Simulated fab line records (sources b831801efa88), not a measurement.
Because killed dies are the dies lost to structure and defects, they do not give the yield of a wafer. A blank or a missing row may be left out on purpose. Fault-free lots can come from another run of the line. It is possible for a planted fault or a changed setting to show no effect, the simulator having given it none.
fab line records	flow gf180mcu
record lots=5	wafers=15	last-day=34
route steps=602 shown POLY_GATE@166
lots untouched by any fault: they come from a run of this same line in which no faults occurred
start-h: the number of hours between the record's first day and the start of the first shown wafer of the lot	wait-h: how many hours have passed since the lot's step before this one	" identical to the entry in the row above	L1.1+2: a row that stands for several wafers	- no value present, or no start provided	* or withheld: withheld	< > ~ a bound
route shown NAME@n: names a module that has steps shown in the file, with the first one's number in the route	usual: mean and standard deviation over wafers with no fault	same: alike in all rows	chamber/n: place in a boat	sites: readings site by site	_std_site: standard deviation across them	_edge_site: outer sites' mean less inner sites'	radius-mm: how far each site lies from the wafer's centre	mask NAME#n: copy n	behind: the tool/chamber that last shaped the wafer	hold: why the lot was held/for how many hours/how that ended	device: whichever transistor did not switch (one of n, p or np)	end of line: the same wafers' tests at the end of the route	where a step has no rows: the recipe by itself	killed: at the first sort, the dies lost to defects and structure; wafer yield is something else	map: per-die view of a wafer (x killed, . not killed, _ where there is no die)
set.NAME: the setting the step ran with; set.NAME@STEP: the setting that earlier step ran with	model.NAME: the simulator's own value behind a step, which no gauge read
a table for each step, a row for each wafer; lots at some steps of the route
services: the hour from which a tool's chamber was out of use, counted from the record's first day as start-h (under 0 if before that day), plus the number of hours and why
## steps
# step GF_POLY_GATE_DEVELOP_09
# recipe develop-time-s=60	resist=KrF	dev-temp-c=21
lot.wafer	tool	chamber	start-h	wait-h
L078.2+4+5	litho-track-01	0	221.93	0.2
L085.4+5+6	litho-track-03	0	270.80	0.1
L088.3+4+6	litho-track-03	0	290.03	0.1
L093.2+5+6	litho-track-01	0	331.37	0.2
L095.2+3+6	litho-track-03	0	352.85	0.2
# step GF_POLY_GATE_CD_MEAS_10
# recipe target-cd-nm=280
# usual cd-nm=280.3/1.4
lot.wafer	tool	chamber	start-h	wait-h	cd-nm
L078.2	cd-sem-01	-	222.07	0.1	280.3
L078.4	"	-	"	"	281.1
L078.5	"	-	"	"	281.5
L085.4	cd-sem-01	-	270.94	0.1	281.5
L085.5	"	-	"	"	280.7
L085.6	"	-	"	"	280.6
L088.3	cd-sem-02	-	290.17	0.1	280.4
L088.4	"	-	"	"	280.5
L088.6	"	-	"	"	279.2
L093.2	cd-sem-02	-	331.52	0.1	276.2
L093.5	"	-	"	"	277.7
L093.6	"	-	"	"	276.2
L095.2	cd-sem-02	-	353.00	0.1	279.5
L095.3	"	-	"	"	278.8
L095.6	"	-	"	"	280.1
# step GF_POLY_GATE_OVL_MEAS_11
# usual POLY_GATE_OVL=-1/5.6
lot.wafer	tool	chamber	start-h	wait-h	POLY_GATE_OVL[nm]
L078.2	overlay-01	-	222.18	0.1	-10
L078.4	"	-	"	"	-7
L078.5	"	-	"	"	-5
L085.4	overlay-01	-	271.02	0.1	2
L085.5	"	-	"	"	9
L085.6	"	-	"	"	7
L088.3	overlay-02	-	290.26	0.1	4
L088.4	"	-	"	"	11
L088.6	"	-	"	"	0
L093.2	overlay-01	-	331.62	0.1	-1
L093.5	"	-	"	"	1
L093.6	"	-	"	"	-3
L095.2	overlay-02	-	353.10	0.1	0
L095.3	"	-	"	"	-2
L095.6	"	-	"	"	-1
# step GF_POLY_GATE_ETCH_12
# recipe chemistry=N2/H2	target-depth-a=withheld	overetch-a=withheld	time-s=withheld	target=BARC	ion-energy-ev=200	source-w=500	bias-w=100	pressure-mtorr=30	n2-flow-sccm=100	h2-flow-sccm=200
# usual drypump-motor-current-A=5.3/0.58	oes-product-au=0.736/0.0047	throttle-valve-pct=13.214/0.0084
lot.wafer	tool	chamber	start-h	wait-h	drypump-motor-current-A	oes-product-au	throttle-valve-pct
L078.2	rie-diel-02	2	222.21	0.0	5.3	0.735	13.200
L078.4	"	3	"	"	5.1	0.741	13.231
L078.5	"	0	"	"	4.7	0.730	13.219
L085.4	rie-diel-04	1	271.03	0.0	5.3	0.730	13.200
L085.5	"	0	"	"	6.1	0.736	13.226
L085.6	"	1	"	"	5.3	0.742	13.210
L088.3	rie-diel-02	0	290.28	0.0	4.7	0.738	13.211
L088.4	"	1	"	"	5.0	0.737	13.211
L088.6	"	2	"	"	5.3	0.737	13.226
L093.2	rie-diel-02	3	331.65	0.0	5.1	0.734	13.202
L093.5	"	2	"	"	5.3	0.742	13.221
L093.6	"	3	"	"	5.1	0.741	13.212
L095.2	rie-diel-02	0	353.13	0.0	4.7	0.742	13.210
L095.3	"	2	"	"	5.3	0.739	13.212
L095.6	"	0	"	"	4.7	0.738	13.227
# step GF_POLY_GATE_ETCH_13
# recipe target=poly-Si	target-depth-nm=198.5	stop-on=SiO2	over-etch-frac=0.403	chemistry=HBr/Cl2	icp-w=400	bias-w=100	pressure-mtorr=10	HBr_flow_sccm=150	Cl2_flow_sccm=50	time-s=69.6
# usual drypump-motor-current-A=5.6/0.65	oes-product-au=0.986/0.0099	throttle-valve-pct=33.684/0.0088
lot.wafer	tool	chamber	start-h	wait-h	drypump-motor-current-A	oes-product-au	rf-hours-counter-h	throttle-valve-pct
L078.2	rie-si-02	2	222.26	-	5.2	0.979	1	33.684
L078.4	"	0	"	"	5.2	0.989	38	33.697
L078.5	"	3	"	"	6.7	0.973	-	33.671
L085.4	rie-si-02	2	271.08	-	5.2	0.992	2	33.685
L085.5	"	3	"	"	6.7	0.988	-	33.682
L085.6	"	2	"	"	5.2	0.987	-	33.682
L088.3	rie-si-01	3	290.33	-	5.6	0.987	5	33.690
L088.4	"	1	"	"	4.9	0.993	6	33.678
L088.6	"	3	"	"	5.6	0.986	-	33.673
L093.2	rie-si-02	2	331.71	-	5.2	0.970	2	33.689
L093.5	"	0	"	"	5.2	1.006	-	33.679
L093.6	"	3	"	"	6.7	0.980	-	33.673
L095.2	rie-si-02	2	353.18	-	5.2	0.965	3	33.677
L095.3	"	0	"	"	5.2	1.007	39	33.685
L095.6	"	3	"	"	6.7	0.986	-	33.689
# step GF_POLY_GATE_STRIP_14
# recipe chemistry=O2/N2	power-w=1400	pressure-mtorr=1500	platen-temp-c=250	o2-flow-sccm=3000	n2-flow-sccm=300	overash-fraction=0.5
# usual drypump-motor-current-A=5.7/0.51	heater-power-w=317/21	oes-product-au=0.505/0.0047
lot.wafer	tool	chamber	start-h	wait-h	drypump-motor-current-A	heater-power-w	oes-product-au	rf-hours-counter-h
L078.2	plasma-asher-02	0	222.31	0.0	5.3	327	0.505	12
L078.4	"	1	"	"	6.6	305	0.499	-
L078.5	"	1	"	"	6.6	293	0.513	-
L085.4	plasma-asher-04	0	271.17	0.1	5.8	317	0.504	-
L085.5	"	0	"	"	5.8	309	0.506	-
L085.6	"	1	"	"	6.0	343	0.503	-
L088.3	plasma-asher-04	0	290.42	0.1	5.8	314	0.504	-
L088.4	"	1	"	"	6.0	333	0.509	-
L088.6	"	1	"	"	6.0	326	0.505	-
L093.2	plasma-asher-04	0	331.76	0.0	5.8	310	0.504	69
L093.5	"	0	"	"	5.8	306	0.505	-
L093.6	"	1	"	"	6.0	347	0.505	-
L095.2	plasma-asher-02	0	353.24	0.0	5.3	322	0.505	26
L095.3	"	0	"	"	5.3	330	0.495	-
L095.6	"	0	"	"	5.3	330	0.505	-
# step GF_POLY_GATE_CLEAN_15
# recipe chemistry=SC1/SC2	mix=1:4:20	temp-c=70	time-s=150	dry=n2-spin
# usual bath-guard-temp-C=70.1/0.46
lot.wafer	tool	chamber	start-h	wait-h	bath-guard-temp-C
L078.2	wet-bench-04	1	222.41	0.1	71.0
L078.4	"	1	"	"	70.7
L078.5	"	1	"	"	70.8
L085.4	wet-bench-04	3	271.33	0.1	69.8
L085.5	"	3	"	"	69.7
L085.6	"	3	"	"	69.9
L088.3	wet-bench-01	0	290.53	0.1	71.0
L088.4	"	0	"	"	70.8
L088.6	"	0	"	"	70.9
L093.2	wet-bench-04	1	331.86	0.1	71.0
L093.5	"	1	"	"	71.2
L093.6	"	1	"	"	71.2
L095.2	wet-bench-04	2	353.34	0.1	69.7
L095.3	"	2	"	"	69.4
L095.6	"	2	"	"	69.8
# step GF_POLY_GATE_OXIDATION_16
# recipe temp-c=850	ambient=O2	stabilise-s=600	purge-s=300	target-thk-a=40	ox-time-s=899
# usual tube-center-temp-C=850.01/0.073
lot.wafer	tool	chamber	start-h	wait-h	tube-center-temp-C
L078.2	furnace-01	0	222.91	0.5	849.95
L078.4	"	0	"	"	849.99
L078.5	"	0	"	"	850
L085.4	furnace-01	0	271.38	0.0	849.92
L085.5	"	0	"	"	850.04
L085.6	"	0	"	"	850.11
L088.3	furnace-01	0	292.69	2.1	850.06
L088.4	"	0	"	"	850.09
L088.6	"	0	"	"	850.13
L093.2	furnace-02	0	331.91	0.0	850.02
L093.5	"	0	"	"	850.09
L093.6	"	0	"	"	849.97
L095.2	furnace-02	0	353.39	0.0	850.03
L095.3	"	0	"	"	849.92
L095.6	"	0	"	"	850.02
# step GF_POLY_GATE_THK_MEAS_17
# recipe reads=SiO2_of_POLY_GATE_OXIDATION_16
# usual POLY_GATE_OXIDATION_THK=4.02/0.056
lot.wafer	tool	chamber	start-h	wait-h	POLY_GATE_OXIDATION_THK[nm]
L078.2	film-metro-01	-	224.17	0.0	3.98
L078.4	"	-	"	"	4.01
L078.5	"	-	"	"	3.97
L085.4	film-metro-01	-	272.66	0.0	4.03
L085.5	"	-	"	"	4.04
L085.6	"	-	"	"	4.08
L088.3	film-metro-01	-	293.96	0.0	4.03
L088.4	"	-	"	"	3.93
L088.6	"	-	"	"	4.00
L093.2	film-metro-03	-	333.17	0.0	3.96
L093.5	"	-	"	"	3.98
L093.6	"	-	"	"	3.96
L095.2	film-metro-01	-	354.65	0.0	4.04
L095.3	"	-	"	"	3.97
L095.6	"	-	"	"	4.00
# step GF_POLY_GATE_CD_MEAS_18
# usual cd-nm=279.6/2.5
lot.wafer	tool	chamber	start-h	wait-h	cd-nm
L078.2	cd-sem-02	-	224.25	0.1	283.0
L078.4	"	-	"	"	282.5
L078.5	"	-	"	"	279.3
L085.4	cd-sem-01	-	272.77	0.1	280.5
L085.5	"	-	"	"	279.8
L085.6	"	-	"	"	280.6
L088.3	cd-sem-02	-	294.06	0.1	279.4
L088.4	"	-	"	"	284.0
L088.6	"	-	"	"	277.6
L093.2	cd-sem-02	-	333.25	0.1	276.4
L093.5	"	-	"	"	276.7
L093.6	"	-	"	"	272.7
L095.2	cd-sem-01	-	354.73	0.1	279.0
L095.3	"	-	"	"	277.7
L095.6	"	-	"	"	275.2
## services
tool	chamber	start-h	hours	kind
plasma-asher-04	-	208.98	0.4	repair
rie-diel-02	2	210.62	5.5	repair
furnace-02	-	213.79	3.6	pm
rie-diel-02	1	213.85	66.3	repair
rie-diel-04	1	215.72	-	clean
rie-diel-04	1	215.72	23.1	scheduled-down
rie-diel-04	1	215.72	23.1	vent-cycle
wet-bench-04	-	217.12	1.3	repair
rie-si-02	1	250.10	1.3	repair
plasma-asher-04	-	257.64	1.9	repair
rie-diel-02	0	270.87	2.9	repair
wet-bench-04	-	287.16	28.1	repair
furnace-01	-	289.36	3.3	pm
rie-diel-02	3	290.16	3.2	repair
rie-diel-02	2	314.13	8.8	repair
furnace-01	-	342.47	3.6	pm
## key
fault none
